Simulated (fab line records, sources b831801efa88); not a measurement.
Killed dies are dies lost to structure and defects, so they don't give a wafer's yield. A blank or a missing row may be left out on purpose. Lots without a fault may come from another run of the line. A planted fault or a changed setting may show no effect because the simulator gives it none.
A struck lot beside a sound one | flow gf180mcu | 18 steps out of a route of 602
Sound: wafers L455.2, L455.3, L455.4. Struck: wafers L457.1, L457.3, L457.5. The cause comes at the end.
At each step with rows: each side's tool, then ch and its chambers, then its first start. Under that, the readings that differ: sound wafers | struck wafers | difference of the means | sigmas: that difference in standard deviations of wafers without a fault.
alike: readings whose means differ by less than 2 such deviations, and words and numbers that are the same on both sides. not compared: withheld readings, readings that some wafer has no value for, bounds like >300 that may hide the same value, and numbers for which the record gives no deviation and whose values overlap.
The two part at a step that has a row with sigmas, a row that says differs or no value, or rows on one side only. Numbers that don't overlap but have no deviation are shown without sigmas and don't part them. A reading that every wafer of one side lacks parts them only if that side has two wafers or more.

GF_V5_CMP_26: polishes, stops on SiO2, t overpolish 15 s, target thk 0 nm.
  sound on cmp-01 ch 1,2,3, day 32 21:26; struck on cmp-02 ch 1,2,3, day 33 10:50
  alike: motor_current_A, overpolish_run_s, time_to_endpoint_s
GF_TOP_METAL_SPUTTER_00: material Ti, target thk 37.5 nm, time 150 s.
  sound on pvd_sputter-02, day 32 21:44; struck on pvd_sputter-01, day 33 11:08
  alike: throttle_valve_pct
GF_TOP_METAL_SPUTTER_01: material TiN, target thk 30 nm, time 25 s.
  sound on pvd_sputter-02, day 32 21:50; struck on pvd_sputter-01, day 33 11:14
  alike: throttle_valve_pct
then, 1 step without rows for these wafers: GF_TOP_METAL_SPUTTER_02 (material AlCu, target thk 900 nm, time 47.82 s).
GF_TOP_METAL_SPUTTER_03: material Ti, target thk 5 nm, time 3.3 s.
  sound on pvd_sputter-02, day 32 21:54; struck on pvd_sputter-01, day 33 11:19
  alike: throttle_valve_pct
GF_TOP_METAL_SPUTTER_04: material TiN, target thk 25 nm, time 20.8 s.
  sound on pvd_sputter-02, day 32 21:55; struck on pvd_sputter-01, day 33 11:20
  alike: throttle_valve_pct
GF_TOP_METAL_RS_MEAS_05: measures by four-point-probe.
  sound on film_metro-01, day 32 21:58; struck on film_metro-01, day 33 11:22
  alike: TOP_METAL_ALCU_RS
GF_TOP_METAL_THK_MEAS_06: measures by xrf.
  sound on film_metro-01, day 32 22:05; struck on film_metro-01, day 33 11:29
  alike: TOP_METAL_ALCU_THK
then, 4 steps without rows for these wafers: GF_TOP_METAL_DEHYDRATE_07 (time 60 s); GF_TOP_METAL_HMDS_08 (prime time 60 s); GF_TOP_METAL_COAT_09 (resist thk 1500 nm); GF_TOP_METAL_SOFTBAKE_10 (time 58.13 s).
GF_TOP_METAL_EXPOSE_11: exposes mask MetalTop, target cd 440 nm.
  sound on iline_stepper-02 ch 0, day 33 06:46; struck on iline_stepper-01 ch 0, day 33 19:49
  reading                           | sound                   | struck            | difference | sigmas
  model.TOP_METAL.overlay_x_nm (nm) | 0.09698 0.09698 0.09698 | 7.489 7.489 7.489 | +7.392     |
  alike: mask
then, 2 steps without rows for these wafers: GF_TOP_METAL_PEB_12; GF_TOP_METAL_DEVELOP_13 (develop time 60 s).
GF_TOP_METAL_CD_MEAS_14: target cd 440 nm.
  sound on cd_sem-01, day 33 14:25; struck on cd_sem-02, day 34 03:35
  reading    | sound             | struck            | difference | sigmas
  cd_nm (nm) | 438.9 438.3 436.7 | 431.7 432.3 432.2 | -5.9       | -2
GF_TOP_METAL_OVL_MEAS_15:
  sound on overlay-01, day 33 14:31; struck on overlay-02, day 34 03:55
  reading            | sound       | struck      | difference | sigmas
  TOP_METAL_OVL (nm) | 3.1 1.7 2.0 | 5.7 4.6 9.3 | +4.3       | +3
  not compared: hold
GF_PASSIVATION_PROBE_99:
  the record has rows for the struck wafers here (prober-01, day 34 22:08) and none for the sound ones

WHERE THEY PART
First at GF_TOP_METAL_CD_MEAS_14; last, within this record, at GF_PASSIVATION_PROBE_99.

WHY: what the simulator had put in
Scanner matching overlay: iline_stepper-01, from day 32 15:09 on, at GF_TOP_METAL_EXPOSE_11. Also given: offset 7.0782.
